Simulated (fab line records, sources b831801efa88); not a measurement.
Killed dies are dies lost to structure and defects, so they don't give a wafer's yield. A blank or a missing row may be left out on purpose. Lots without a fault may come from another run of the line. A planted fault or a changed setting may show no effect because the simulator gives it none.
Which tool did it? | flow gf180mcu | 15 lots, 42 wafers sampled, at 5 steps of a route of 602

WHAT THE GAUGES READ, wafer by wafer
GF_DUAL_GATE_OVL_MEAS_11.
lot  | measured     | on         | DUAL_GATE_OVL (nm)
L756 | day 8 09:16  | overlay-02 | 0.9 1.8 -0.2
L757 | day 8 15:48  | overlay-02 | 2.1 0.8 2.0
L758 | day 8 22:33  | overlay-02 | 1.7 0.2 -0.4
L759 | day 9 04:49  | overlay-02 | 0.5 0.2 0.4
L761 | day 9 20:31  | overlay-01 | 0.4 -1.2 0.7
L763 | day 10 06:19 | overlay-02 | 0.7 0.6 -0.7
L765 | day 10 21:43 | overlay-01 | -0.9 3.0 1.6
L766 | day 11 01:46 | overlay-02 | -1.2 -1.2 1.3
L767 | day 11 16:10 | overlay-01 | 1.0 2.0 -1.1
L768 | day 11 23:22 | overlay-02 | 1.3 0.0 1.7
L769 | day 12 01:52 | overlay-01 | 0.4 1.4 -0.8
L770 | day 12 07:43 | overlay-01 | 0.4 0.1
L771 | day 12 15:08 | overlay-01 | -0.5 -1.4
L774 | day 13 13:07 | overlay-01 | -1.6 -1.3
L777 | day 14 06:52 | overlay-01 | 2.2 0.5 1.2

GF_HV_LDD_CD_MEAS_19: target cd 400 nm.
lot  | measured     | on        | cd_nm (nm)
L756 | day 10 19:13 | cd_sem-02 | 403.8 406.0 406.7
L757 | day 11 01:08 | cd_sem-01 | 398.2 401.4 400.5
L758 | day 11 10:02 | cd_sem-02 | 398.4 396.9 399.5
L759 | day 11 14:56 | cd_sem-02 | 399.5 400.5 398.0
L761 | day 12 09:02 | cd_sem-01 | 397.4 394.9 397.7
L763 | day 12 22:20 | cd_sem-02 | 402.8 402.0 402.5
L765 | day 13 16:07 | cd_sem-02 | 400.2 401.8 401.4
L766 | day 13 17:44 | cd_sem-01 | 398.3 398.0 400.7
L767 | day 14 10:53 | cd_sem-01 | 398.8 398.2 398.7
L768 | day 14 16:38 | cd_sem-01 | 398.6 401.1 401.3
L769 | day 14 19:54 | cd_sem-02 | 400.8 398.6 396.8
L770 | day 15 05:17 | cd_sem-01 | 397.1 398.3
L771 | day 15 13:08 | cd_sem-02 | 398.8 398.1
L774 | day 16 11:37 | cd_sem-02 | 400.6 400.9
L777 | day 17 06:32 | cd_sem-01 | 394.5 397.7 396.8

GF_HV_LDD_TW_MEAS_23.
lot  | measured     | on            | HV_LDD_2_TW
L756 | day 10 19:37 | film_metro-02 | 1052 1046 1052
L757 | day 11 01:33 | film_metro-03 | 1049 1052 1048
L758 | day 11 10:27 | film_metro-02 | 1051 1050 1051
L759 | day 11 15:21 | film_metro-03 | 1047 1044 1044
L761 | day 12 09:27 | film_metro-03 | 1043 1053 1052
L763 | day 12 22:44 | film_metro-04 | 1061 1064 1057
L765 | day 13 16:31 | film_metro-04 | 1053 1051 1060
L766 | day 13 18:09 | film_metro-03 | 1053 1050 1048
L767 | day 14 11:18 | film_metro-02 | 1049 1049 1052
L768 | day 14 17:03 | film_metro-03 | 1053 1052 1054
L769 | day 14 20:19 | film_metro-02 | 1044 1046 1047
L770 | day 15 05:41 | film_metro-03 | 1053 966
L771 | day 15 13:30 | film_metro-02 | 966 1047
L774 | day 16 12:01 | film_metro-04 | 968 1052
L777 | day 17 06:56 | film_metro-04 | 1057 1062 1066

WHICH TOOL RAN EACH LOT (tool, then ch and the chambers of the sampled wafers, then the start)
lot  | GF_VT_IMPLANT_STRIP_31               | GF_HV_LDD_IMPLANT_21
L756 | plasma_asher-04 ch 0,1, day 6 21:56  | implanter-03 ch 0, day 10 19:22
L757 | plasma_asher-01 ch 0,1, day 7 04:38  | implanter-01 ch 0, day 11 01:18
L758 | plasma_asher-03 ch 0,1, day 7 10:38  | implanter-03 ch 0, day 11 10:12
L759 | plasma_asher-01 ch 0, day 7 16:23    | implanter-02 ch 0, day 11 15:06
L761 | plasma_asher-04 ch 0,1, day 8 07:35  | implanter-01 ch 0, day 12 09:12
L763 | plasma_asher-03 ch 0,1, day 8 17:17  | implanter-03 ch 0, day 12 22:31
L765 | plasma_asher-03 ch 0,1, day 9 08:35  | implanter-03 ch 0, day 13 16:16
L766 | plasma_asher-03 ch 0,1, day 9 12:23  | implanter-01 ch 0, day 13 17:54
L767 | plasma_asher-01 ch 0,1, day 10 00:38 | implanter-03 ch 0, day 14 11:03
L768 | plasma_asher-04 ch 0,1, day 10 04:23 | implanter-03 ch 0, day 14 16:48
L769 | plasma_asher-01 ch 0,1, day 10 08:53 | implanter-01 ch 0, day 14 20:04
L770 | plasma_asher-04 ch 1, day 10 16:02   | implanter-01 ch 0, day 15 05:28
L771 | plasma_asher-04 ch 0,1, day 10 23:10 | implanter-01 ch 0, day 15 13:19
L774 | plasma_asher-04 ch 0,1, day 11 18:56 | implanter-01 ch 0, day 16 11:47
L777 | plasma_asher-04 ch 0,1, day 12 12:04 | implanter-03 ch 0, day 17 06:43
- GF_VT_IMPLANT_STRIP_31: strips in O2/N2.
- GF_HV_LDD_IMPLANT_21

WHAT THE TOOLS THEMSELVES READ (means of the sampled wafers that have a number; where no wafer has one, the mark that the record gives instead)
GF_VT_IMPLANT_STRIP_31.
lot  | tool            | drypump_motor_current_A (A) | heater_power_w (W) | oes_product_au (a.u.) | strip_time_to_endpoint_s (s)
L756 | plasma_asher-04 | 5.8                         | 322                | 0.715                 | 12.65
L757 | plasma_asher-01 | 5.8                         | 323                | 0.715                 | 12.65
L758 | plasma_asher-03 | 5.9                         | 321                | 0.720                 | 12.64
L759 | plasma_asher-01 | 6.0                         | 283                | 0.715                 | 12.61
L761 | plasma_asher-04 | 5.4                         | 310                | 0.709                 | 12.65
L763 | plasma_asher-03 | 5.9                         | 315                | 0.715                 | 12.59
L765 | plasma_asher-03 | 5.9                         | 324                | 0.716                 | 12.69
L766 | plasma_asher-03 | 5.9                         | 316                | 0.716                 | 12.63
L767 | plasma_asher-01 | 5.9                         | 296                | 0.717                 | 12.63
L768 | plasma_asher-04 | 5.8                         | 312                | 0.715                 | 12.62
L769 | plasma_asher-01 | 5.9                         | 303                | 0.720                 | 12.59
L770 | plasma_asher-04 | 4.9                         | 296                | 0.720                 | 12.59
L771 | plasma_asher-04 | 5.7                         | 316                | 0.719                 | 12.64
L774 | plasma_asher-04 | 5.6                         | 318                | 0.722                 | 12.61
L777 | plasma_asher-04 | 5.4                         | 307                | 0.716                 | 12.63

GF_HV_LDD_IMPLANT_21.
lot  | tool         | beam_on_s (s) | faraday_current_uA | tilt_deg (degrees)
L756 | implanter-03 | 9.94          | 283                | 7.008
L757 | implanter-01 | 9.70          | 289                | 6.970
L758 | implanter-03 | 10.15         | 278                | 7.003
L759 | implanter-02 | 9.93          | 284                | 6.966
L761 | implanter-01 | 9.90          | 284                | 7.001
L763 | implanter-03 | 9.76          | 289                | 6.990
L765 | implanter-03 | 10.18         | 277                | 7.020
L766 | implanter-01 | 10.03         | 281                | 7.004
L767 | implanter-03 | 10.00         | 282                | 7.032
L768 | implanter-03 | 10.12         | 278                | 6.985
L769 | implanter-01 | 10.19         | 277                | 6.998
L770 | implanter-01 | 8.72          | 328                | 7.001
L771 | implanter-01 | 8.69          | 328                | 6.975
L774 | implanter-01 | 8.75          | 325                | 7.019
L777 | implanter-03 | 10.25         | 275                | 6.995

THE ANSWER, worked out from the rows above alone
Rule: what is usual is taken from the lots themselves. Put in order of their means at a reading, lots are off if they are a third of the lots or fewer, leave a main group of 4 or more, and stand apart from it by a gap of 3 or more times the standard deviation of the main group's means; of several such gaps the widest counts. A main group whose means are all the same, to the digits that the tables above print for the reading, isn't used. A lot without any number at a reading at which 4 lots or more have one is off too. The other lots that the step has rows for count as sound. The gauges are gone through in route order, then the tools' own readings, and for those a lot's mean is taken as printed above. The first step at which some lot is off is used, and at that step the reading that is off furthest; a lot without a number counts as furthest.
Off: L770, L771, L774, at GF_HV_LDD_TW_MEAS_23 (HV_LDD_2_TW). The main group: mean 1052, standard deviation 4.9.
A tool fits if, at a process step before that reading, it ran every lot that is off, and no sound lot after the first of them. The gauges at GF_HV_LDD_TW_MEAS_23 aren't tried: what is off there is off at GF_HV_LDD_IMPLANT_21 too, on other tools, and a gauge's error can't cause that. One fits: implanter-01 at GF_HV_LDD_IMPLANT_21. Its last sound lot is L769 (day 14 20:04), its first lot that is off L770 (day 15 05:28): a fault that began between those two fits.
The tool's own readings at GF_HV_LDD_IMPLANT_21 bear it out: on the lots that are off they differ by more than 5 times the standard deviation of the sound lots' means. beam_on_s reads 8.72 s there against 10.01 s on the sound lots; faraday_current_uA reads 327 there against 281 on the sound lots.

WHAT THE SIMULATOR HAD PUT IN
Process parameter drift: implanter-01, from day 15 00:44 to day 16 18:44, at GF_HV_LDD_IMPLANT_21. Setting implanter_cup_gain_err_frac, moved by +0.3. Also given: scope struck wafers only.
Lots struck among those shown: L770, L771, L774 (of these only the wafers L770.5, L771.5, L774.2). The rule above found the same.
